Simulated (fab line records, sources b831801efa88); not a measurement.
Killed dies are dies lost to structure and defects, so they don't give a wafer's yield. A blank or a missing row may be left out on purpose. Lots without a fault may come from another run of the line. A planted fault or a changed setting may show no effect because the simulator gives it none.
Which tool did it? | flow gf180mcu | 24 lots, 72 wafers sampled, at 6 steps of a route of 602

WHAT THE GAUGES READ, wafer by wafer
GF_DUAL_GATE_THK_MEAS_03.
lot  | measured     | on            | DUAL_GATE_OXIDATION_00_THK (nm)
L074 | day 7 17:08  | film_metro-02 | 10.88 11.04 10.74
L075 | day 8 00:57  | film_metro-02 | 11.31 11.37 11.31
L076 | day 8 06:21  | film_metro-01 | 11.45 11.32 11.41
L077 | day 8 14:28  | film_metro-02 | 10.83 10.73 10.76
L078 | day 8 19:58  | film_metro-02 | 11.39 11.29 11.09
L079 | day 8 22:43  | film_metro-02 | 11.22 11.29 11.33
L080 | day 9 10:59  | film_metro-02 | 11.27 11.04 11.19
L081 | day 9 17:11  | film_metro-02 | 11.33 11.29 11.34
L082 | day 10 00:19 | film_metro-04 | 11.07 11.09 11.32
L083 | day 10 03:26 | film_metro-01 | 10.69 10.84 10.67
L084 | day 10 13:13 | film_metro-04 | 11.25 11.16 11.12
L085 | day 10 17:41 | film_metro-02 | 10.89 10.91 10.72
L086 | day 11 02:58 | film_metro-04 | 11.72 11.53 11.51
L087 | day 11 08:28 | film_metro-01 | 11.52 11.40 11.58
L088 | day 11 13:35 | film_metro-02 | 11.94 11.86 11.57
L089 | day 11 22:09 | film_metro-04 | 11.09 10.97 11.01
L090 | day 12 05:53 | film_metro-01 | 11.14 11.38 11.18
L091 | day 12 10:22 | film_metro-04 | 10.85 11.07 10.87
L092 | day 12 16:56 | film_metro-04 | 11.22 11.18 11.13
L093 | day 13 02:08 | film_metro-02 | 11.10 11.25 11.16
L094 | day 13 10:33 | film_metro-01 | 11.00 10.83 11.03
L095 | day 13 13:26 | film_metro-01 | 11.08 10.96 11.15
L096 | day 13 17:40 | film_metro-01 | 10.81 11.07 10.73
L097 | day 14 04:19 | film_metro-01 | 11.20 11.25 11.33

GF_V2_OVL_MEAS_15.
lot  | measured     | on         | V2_OVL (nm)
L074 | day 20 09:07 | overlay-01 | 15 3 5
L075 | day 20 21:14 | overlay-01 | 6 16 8
L076 | day 21 02:28 | overlay-01 | 4 1 4
L077 | day 21 12:50 | overlay-02 | 8 10 10
L078 | day 21 23:55 | overlay-01 | 3 7 6
L079 | day 22 05:05 | overlay-01 | 5 2 6
L080 | day 22 18:50 | overlay-01 | -1 3 6
L081 | day 23 04:57 | overlay-01 | 2 5 4
L082 | day 23 10:48 | overlay-02 | 5 3 3
L083 | day 23 14:43 | overlay-01 | 2 2 1
L084 | day 24 04:31 | overlay-01 | -7 -4 -5
L085 | day 24 10:02 | overlay-01 | -6 -2 -3
L086 | day 25 01:23 | overlay-02 | 3 4 7
L087 | day 25 02:16 | overlay-01 | 2 0 3
L088 | day 25 08:04 | overlay-01 | 2 1 7
L089 | day 25 20:17 | overlay-01 | 0 5 -2
L090 | day 26 04:38 | overlay-02 | -3 -4 -2
L091 | day 26 05:19 | overlay-02 | 2 4 0
L092 | day 26 12:08 | overlay-01 | 13 13 15
L093 | day 27 02:43 | overlay-02 | 4 -2 12
L094 | day 27 08:11 | overlay-02 | 3 2 7
L095 | day 27 11:52 | overlay-01 | -4 7 2
L096 | day 27 13:31 | overlay-01 | 4 -4 1
L097 | day 28 00:53 | overlay-02 | 3 3 8

GF_M4_OVL_MEAS_15.
lot  | measured     | on         | M4_OVL (nm)
L074 | day 23 11:20 | overlay-01 | -5 1 -5
L075 | day 23 22:52 | overlay-02 | 0 1 0
L076 | day 24 04:11 | overlay-02 | -3 1 0
L077 | day 24 14:05 | overlay-01 | -1 -5 -1
L078 | day 25 00:04 | overlay-01 | -5 -9 -2
L079 | day 25 05:28 | overlay-01 | 0 -7 0
L080 | day 25 18:22 | overlay-01 | 2 -1 -15
L081 | day 26 01:56 | overlay-01 | 4 4 7
L082 | day 26 08:31 | overlay-02 | 5 9 15
L083 | day 26 12:04 | overlay-02 | 0 4 -7
L084 | day 26 23:55 | overlay-01 | 2 2 -1
L085 | day 27 05:52 | overlay-02 | -8 -3 -15
L086 | day 27 19:25 | overlay-01 | 1 -6 -1
L087 | day 27 20:07 | overlay-02 | 6 6 9
L088 | day 28 02:31 | overlay-02 | 2 5 2
L089 | day 28 13:16 | overlay-02 | 0 -5 -7
L090 | day 28 21:02 | overlay-02 | -4 -3 -5
L091 | day 28 22:28 | overlay-01 | 0 -6 3
L092 | day 29 04:28 | overlay-01 | 4 6 6
L093 | day 29 18:04 | overlay-01 | 3 1 -4
L094 | day 29 22:25 | overlay-02 | -4 -1 -6
L095 | day 30 02:01 | overlay-02 | -8 -10 -9
L096 | day 30 04:40 | overlay-02 | -2 -5 -3
L097 | day 30 14:28 | overlay-01 | -2 -6 -1

WHICH TOOL RAN EACH LOT (tool, then ch and the chambers of the sampled wafers, then the start)
lot  | GF_V1_CMP_26                  | GF_V2_STRIP_18                       | GF_M3_SPUTTER_00
L074 | cmp-02 ch 0,2,3, day 18 06:46 | plasma_asher-03 ch 0,1, day 20 09:17 | pvd_sputter-03, day 20 10:31
L075 | cmp-02 ch 0,1,2, day 18 18:58 | plasma_asher-01 ch 0,1, day 20 21:23 | pvd_sputter-02, day 20 22:37
L076 | cmp-01 ch 1,2, day 19 00:34   | plasma_asher-03 ch 0,1, day 21 02:38 | pvd_sputter-01, day 21 03:50
L077 | cmp-01 ch 0,1, day 19 10:43   | plasma_asher-01 ch 0,1, day 21 13:05 | pvd_sputter-03, day 21 14:16
L078 | cmp-01 ch 1,2,3, day 19 21:39 | plasma_asher-03 ch 0,1, day 22 00:05 | pvd_sputter-03, day 22 01:39
L079 | cmp-02 ch 0,2,3, day 20 03:02 | plasma_asher-04 ch 0,1, day 22 05:14 | pvd_sputter-01, day 22 06:28
L080 | cmp-02 ch 0,2,3, day 20 17:52 | plasma_asher-01 ch 0,1, day 22 19:01 | pvd_sputter-03, day 22 20:35
L081 | cmp-02 ch 0,1,2, day 21 04:34 | plasma_asher-01 ch 0,1, day 23 05:08 | pvd_sputter-01, day 23 06:23
L082 | cmp-02 ch 0,1,2, day 21 10:20 | plasma_asher-03 ch 0,1, day 23 10:57 | pvd_sputter-03, day 23 12:14
L083 | cmp-01 ch 0,1,3, day 21 14:25 | plasma_asher-04 ch 0,1, day 23 14:53 | pvd_sputter-03, day 23 16:11
L084 | cmp-01 ch 0,1,2, day 22 05:37 | plasma_asher-04 ch 0, day 24 04:41   | pvd_sputter-01, day 24 05:56
L085 | cmp-02 ch 0,1,3, day 22 11:04 | plasma_asher-01 ch 0,1, day 24 10:11 | pvd_sputter-02, day 24 11:25
L086 | cmp-01 ch 0,1,3, day 23 03:07 | plasma_asher-04 ch 0,1, day 25 01:34 | pvd_sputter-03, day 25 02:47
L087 | cmp-02 ch 0,1,2, day 23 03:31 | plasma_asher-03 ch 0,1, day 25 02:26 | pvd_sputter-02, day 25 03:39
L088 | cmp-02 ch 0,1,3, day 23 09:56 | plasma_asher-04 ch 0,1, day 25 08:14 | pvd_sputter-01, day 25 09:27
L089 | cmp-02 ch 0,1,2, day 23 23:02 | plasma_asher-01 ch 0,1, day 25 20:28 | pvd_sputter-02, day 25 21:52
L090 | cmp-01 ch 0,1, day 24 07:01   | plasma_asher-01 ch 0,1, day 26 04:49 | pvd_sputter-03, day 26 06:00
L091 | cmp-01 ch 2,3, day 24 09:32   | plasma_asher-01 ch 0,1, day 26 05:31 | pvd_sputter-01, day 26 07:12
L092 | cmp-02 ch 1,2,3, day 24 16:36 | plasma_asher-03 ch 0,1, day 26 12:19 | pvd_sputter-02, day 26 13:42
L093 | cmp-02 ch 0,1, day 25 07:11   | plasma_asher-01 ch 0,1, day 27 02:53 | pvd_sputter-03, day 27 04:09
L094 | cmp-01 ch 1,2,3, day 25 12:01 | plasma_asher-03 ch 0,1, day 27 08:22 | pvd_sputter-03, day 27 09:37
L095 | cmp-02 ch 1,2,3, day 25 16:01 | plasma_asher-03 ch 0, day 27 12:02   | pvd_sputter-01, day 27 13:15
L096 | cmp-02 ch 0,2,3, day 25 19:32 | plasma_asher-04 ch 0,1, day 27 13:41 | pvd_sputter-02, day 27 14:57
L097 | cmp-01 ch 0,2,3, day 26 06:36 | plasma_asher-01 ch 0,1, day 28 01:02 | pvd_sputter-02, day 28 02:16
- GF_V1_CMP_26: polishes, stops on SiO2, t overpolish 15 s, target thk 0 nm.
- GF_V2_STRIP_18: strips in O2/N2.
- GF_M3_SPUTTER_00: material Ti, target thk 37.5 nm, time 150 s.

WHAT THE TOOLS THEMSELVES READ (means of the sampled wafers that have a number; where no wafer has one, the mark that the record gives instead)
GF_V1_CMP_26.
lot  | tool   | edge_zone_pressure_frac | motor_current_A (A) | overpolish_run_s (s) | time_to_endpoint_s (s)
L074 | cmp-02 | 0.997                   | 10.8                | 15.001               | 85
L075 | cmp-02 | 0.996                   | 10.4                | 15.009               | 86
L076 | cmp-01 | 1.005                   | 10.8                | 14.993               | 90
L077 | cmp-01 | 1.001                   | 10.6                | 14.992               | 91
L078 | cmp-01 | 0.998                   | 11.3                | 15.004               | 86
L079 | cmp-02 | 1.005                   | 10.7                | 14.997               | 84
L080 | cmp-02 | 0.996                   | 11.0                | 14.995               | 83
L081 | cmp-02 | 0.997                   | 10.4                | 15.001               | 87
L082 | cmp-02 | 1.001                   | 10.5                | 15.011               | 84
L083 | cmp-01 | 0.998                   | 11.5                | 14.993               | 87
L084 | cmp-01 | 1.001                   | 10.2                | 15.015               | 91
L085 | cmp-02 | 1.001                   | 10.4                | 15.002               | 88
L086 | cmp-01 | 0.998                   | 11.5                | 14.996               | 88
L087 | cmp-02 | 0.997                   | 10.2                | 15.004               | 85
L088 | cmp-02 | 1.005                   | 10.4                | 15.003               | 85
L089 | cmp-02 | 1.000                   | 10.5                | 15.006               | 86
L090 | cmp-01 | 0.999                   | 10.7                | 15.003               | 91
L091 | cmp-01 | 0.997                   | 10.6                | 15.005               | 87
L092 | cmp-02 | 1.000                   | 10.5                | 15.003               | 82
L093 | cmp-02 | 1.002                   | 10.1                | 14.992               | 82
L094 | cmp-01 | 1.000                   | 10.9                | 15.008               | 89
L095 | cmp-02 | 1.000                   | 10.5                | 14.992               | 87
L096 | cmp-02 | 1.004                   | 10.8                | 15.009               | 84
L097 | cmp-01 | 0.999                   | 11.2                | 14.998               | 89

GF_V2_STRIP_18.
lot  | tool            | drypump_motor_current_A (A) | heater_power_w (W) | oes_product_au (a.u.)
L074 | plasma_asher-03 | 6.4                         | 338                | 0.591
L075 | plasma_asher-01 | 5.7                         | 310                | 0.595
L076 | plasma_asher-03 | 6.4                         | 343                | 0.591
L077 | plasma_asher-01 | 5.7                         | 310                | 0.589
L078 | plasma_asher-03 | 6.2                         | 323                | 0.589
L079 | plasma_asher-04 | 5.4                         | 351                | 0.589
L080 | plasma_asher-01 | 5.7                         | 307                | 0.590
L081 | plasma_asher-01 | 5.8                         | 311                | 0.593
L082 | plasma_asher-03 | 6.5                         | 342                | 0.593
L083 | plasma_asher-04 | 6.0                         | 337                | 0.596
L084 | plasma_asher-04 | 6.7                         | 332                | 0.598
L085 | plasma_asher-01 | 5.7                         | 305                | 0.596
L086 | plasma_asher-04 | 5.4                         | 344                | 0.596
L087 | plasma_asher-03 | 6.2                         | 329                | 0.595
L088 | plasma_asher-04 | 5.4                         | 349                | 0.598
L089 | plasma_asher-01 | 5.7                         | 310                | 0.592
L090 | plasma_asher-01 | 5.7                         | 313                | 0.594
L091 | plasma_asher-01 | 5.7                         | 311                | 0.593
L092 | plasma_asher-03 | 6.4                         | 339                | 0.597
L093 | plasma_asher-01 | 5.7                         | 304                | 0.594
L094 | plasma_asher-03 | 6.4                         | 341                | 0.595
L095 | plasma_asher-03 | 6.6                         | 356                | 0.592
L096 | plasma_asher-04 | 6.1                         | 341                | 0.593
L097 | plasma_asher-01 | 5.7                         | 298                | 0.591

GF_M3_SPUTTER_00.
lot  | tool           | chamber_pressure_pa (Pa) | throttle_valve_pct (%)
L074 | pvd_sputter-03 | 2.002                    | 29.6
L075 | pvd_sputter-02 | 1.996                    | 28.4
L076 | pvd_sputter-01 | 2.000                    | 29.1
L077 | pvd_sputter-03 | 2.002                    | 29.5
L078 | pvd_sputter-03 | 2.001                    | 29.4
L079 | pvd_sputter-01 | 2.004                    | 29.9
L080 | pvd_sputter-03 | 1.999                    | 29.4
L081 | pvd_sputter-01 | 2.006                    | 28.8
L082 | pvd_sputter-03 | 1.999                    | 29.6
L083 | pvd_sputter-03 | 1.998                    | 29.2
L084 | pvd_sputter-01 | 1.999                    | 29.9
L085 | pvd_sputter-02 | 2.000                    | 29.8
L086 | pvd_sputter-03 | 1.999                    | 29.5
L087 | pvd_sputter-02 | 2.000                    | 30.7
L088 | pvd_sputter-01 | 1.998                    | 29.9
L089 | pvd_sputter-02 | 1.997                    | 29.9
L090 | pvd_sputter-03 | 2.001                    | 29.6
L091 | pvd_sputter-01 | 2.002                    | 29.7
L092 | pvd_sputter-02 | 2.001                    | 30.0
L093 | pvd_sputter-03 | 2.001                    | 29.3
L094 | pvd_sputter-03 | 2.000                    | 29.2
L095 | pvd_sputter-01 | 2.000                    | 30.4
L096 | pvd_sputter-02 | 1.996                    | 29.8
L097 | pvd_sputter-02 | 1.999                    | 30.4

THE ANSWER, worked out from the rows above alone
Rule: what is usual is taken from the lots themselves. Put in order of their means at a reading, lots are off if they are a third of the lots or fewer, leave a main group of 4 or more, and stand apart from it by a gap of 3 or more times the standard deviation of the main group's means; of several such gaps the widest counts. A main group whose means are all the same, to the digits that the tables above print for the reading, isn't used. A lot without any number at a reading at which 4 lots or more have one is off too. The other lots that the step has rows for count as sound. The gauges are gone through in route order, then the tools' own readings, and for those a lot's mean is taken as printed above. The first step at which some lot is off is used, and at that step the reading that is off furthest; a lot without a number counts as furthest.
No lot is off at any reading shown: from this, nothing can be told.

WHAT THE SIMULATOR HAD PUT IN
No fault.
